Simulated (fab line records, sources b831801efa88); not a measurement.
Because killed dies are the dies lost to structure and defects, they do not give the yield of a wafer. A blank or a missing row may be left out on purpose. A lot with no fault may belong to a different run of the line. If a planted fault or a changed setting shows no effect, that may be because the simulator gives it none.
Struck lot and sound lot, side by side | flow sky130 | 25 out of 708 route steps
Sound: these wafers, L963.2, L963.4, L963.6. Wafers L979.2, L979.3, L979.4 were the ones struck. At the end, the cause is stated.
Each step with rows lists, per side, the tool, then ch with its chambers, then its first start. Under that, the readings that differ: sound wafers | struck wafers | difference of the means | sigmas: that difference in standard deviations of wafers without a fault.
alike: readings whose means differ by less than 2 such deviations, and words and numbers that are the same on both sides. not compared: withheld readings, readings that some wafer has no value for, bounds like >300 that may hide the same value, and numbers for which the record gives no deviation and whose values overlap.
Wherever a step has rows on one side only, a row that says differs or no value, or a row with sigmas, the two part there. Non-overlapping numbers with no deviation appear without sigmas and do not part them. A reading that every wafer of one side lacks parts them only if that side has two wafers or more.

first, 1 step without rows for these wafers: SKY_VIA3_SPUTTER_20 (material TiN, target thk 20 nm, time 80 s).
SKY_VIA3_CVD_21: deposits W, target thk 390 nm, time 117.31 s.
  sound on cvd-w-02 ch 0,1, day 40 15:59; struck on cvd-w-01 ch 0,1, day 46 17:51
  alike: heater-power-w
SKY_VIA3_RS_MEAS_22: measures by four-point-probe.
  sound on film-metro-04, day 40 16:08; struck on film-metro-03, day 46 17:59
  alike: VIA3_W_RS
SKY_VIA3_THK_MEAS_23: measures by xrf.
  sound on film-metro-04, day 40 16:15; struck on film-metro-03, day 46 18:06
  alike: VIA3_W_THK
then, 1 step without rows for these wafers: SKY_VIA3_CMP_24 (polishes, stops on SiO2, t overpolish 20 s, target thk 0 nm).
SKY_METAL4_SPUTTER_00: material Ti, target thk 15 nm, time 10 s.
  sound on pvd-sputter-03, day 40 16:36; struck on pvd-sputter-01, day 46 18:27
  alike: cathode-dc-power-W, chamber-pressure-pa, throttle-valve-pct
then, 1 step without rows for these wafers: SKY_METAL4_SPUTTER_01 (material TiN, target thk 20 nm, time 16.7 s).
SKY_METAL4_SPUTTER_02: material AlCu, target thk 735 nm, time 39.1 s.
  sound on pvd-sputter-03, day 40 16:39; struck on pvd-sputter-01, day 46 18:30
  alike: cathode-dc-power-W, chamber-pressure-pa, throttle-valve-pct
SKY_METAL4_SPUTTER_03: material Ti, target thk 5 nm, time 3.3 s.
  sound on pvd-sputter-03, day 40 16:41; struck on pvd-sputter-01, day 46 18:32
  alike: cathode-dc-power-W, chamber-pressure-pa, throttle-valve-pct
then, 2 steps without rows for these wafers: SKY_METAL4_SPUTTER_04 (material TiN, target thk 70 nm, time 58.3 s); SKY_CAP2M_CVD_00 (deposits SiO2, target thk 15.5 nm).
SKY_CAP2M_THK_MEAS_01:
  sound on film-metro-01, day 40 16:47; struck on film-metro-03, day 46 18:39
  reading               | sound             | struck            | difference | sigmas
  CAP2M_CVD_00_THK (nm) | 15.41 15.86 15.63 | 14.82 15.46 14.97 | -0.55      | -3
SKY_CAP2M_SPUTTER_02: material TiN, target thk 200 nm, time 166.7 s.
  sound on pvd-sputter-01, day 40 16:50; struck on pvd-sputter-03, day 46 18:42
  no value came back on the struck wafers for cathode-dc-power-W (W), chamber-pressure-pa (Pa), throttle-valve-pct (%); on the sound wafers cathode-dc-power-W (W) reads 6500.4 6502.1 6499.6
SKY_CAP2M_RS_MEAS_03: measures by four-point-probe.
  sound on film-metro-01, day 40 16:58; struck on film-metro-02, day 46 18:50
  reading               | sound          | struck | difference                    | sigmas
  CAP2M_TIN_RS (ohm/sq) | 6.79 6.75 6.88 | - - -  | no value on the struck wafers |
SKY_CAP2M_THK_MEAS_04: measures by xrf.
  sound on film-metro-01, day 40 17:05; struck on film-metro-02, day 46 18:56
  reading            | sound             | struck         | difference | sigmas
  CAP2M_TIN_THK (nm) | 204.9 207.1 203.1 | <0.0 <0.0 <0.0 | differs    |
then, 7 steps without rows for these wafers: SKY_CAP2M_DEHYDRATE_05 (time 60 s); SKY_CAP2M_HMDS_06 (prime time 60 s); SKY_CAP2M_COAT_07 (resist thk 1140 nm); SKY_CAP2M_SOFTBAKE_08 (time 60 s); SKY_CAP2M_EXPOSE_09 (exposes mask CAP2M, target cd 1000 nm); SKY_CAP2M_PEB_10; SKY_CAP2M_DEVELOP_11 (develop time 60 s).
SKY_CAP2M_OVL_MEAS_12:
  sound on overlay-01, day 41 16:44; struck on overlay-02, day 47 13:20
  alike: CAP2M_OVL
SKY_CAP2M_METAL_ETCH_13: etches TiN in Cl2/BCl3, stops on SiO2, target depth 220 nm, time 62.9 s.
  sound on rie-metal-01 ch 0,1, day 41 16:46; struck on rie-metal-03 ch 0,1, day 47 13:22
  reading                | sound                | struck               | difference | sigmas
  oes-product-au (a.u.)  | 0.944 0.955 0.948    | 0.369 0.378 0.377    | -0.574     | -78
  throttle-valve-pct (%) | 21.899 21.880 21.897 | 22.273 22.272 22.282 | +0.384     | +38
  alike: bias-w, drypump-motor-current-A
  not compared: rf-hours-counter-h
SKY_CAP2M_STRIP_14: strips in O2/N2.
  sound on plasma-asher-01 ch 0,1, day 41 16:50; struck on plasma-asher-01 ch 0,1, day 47 13:27
  alike: drypump-motor-current-A, oes-product-au, strip-time-to-endpoint-s
  not compared: rf-hours-counter-h

== WHERE THEY PART ==
At SKY_CAP2M_THK_MEAS_01 first; at SKY_CAP2M_METAL_ETCH_13 last (within this record only). Later steps at which nothing parts them and some readings are alike: SKY_CAP2M_STRIP_14.

WHY: what had been put in by the simulator
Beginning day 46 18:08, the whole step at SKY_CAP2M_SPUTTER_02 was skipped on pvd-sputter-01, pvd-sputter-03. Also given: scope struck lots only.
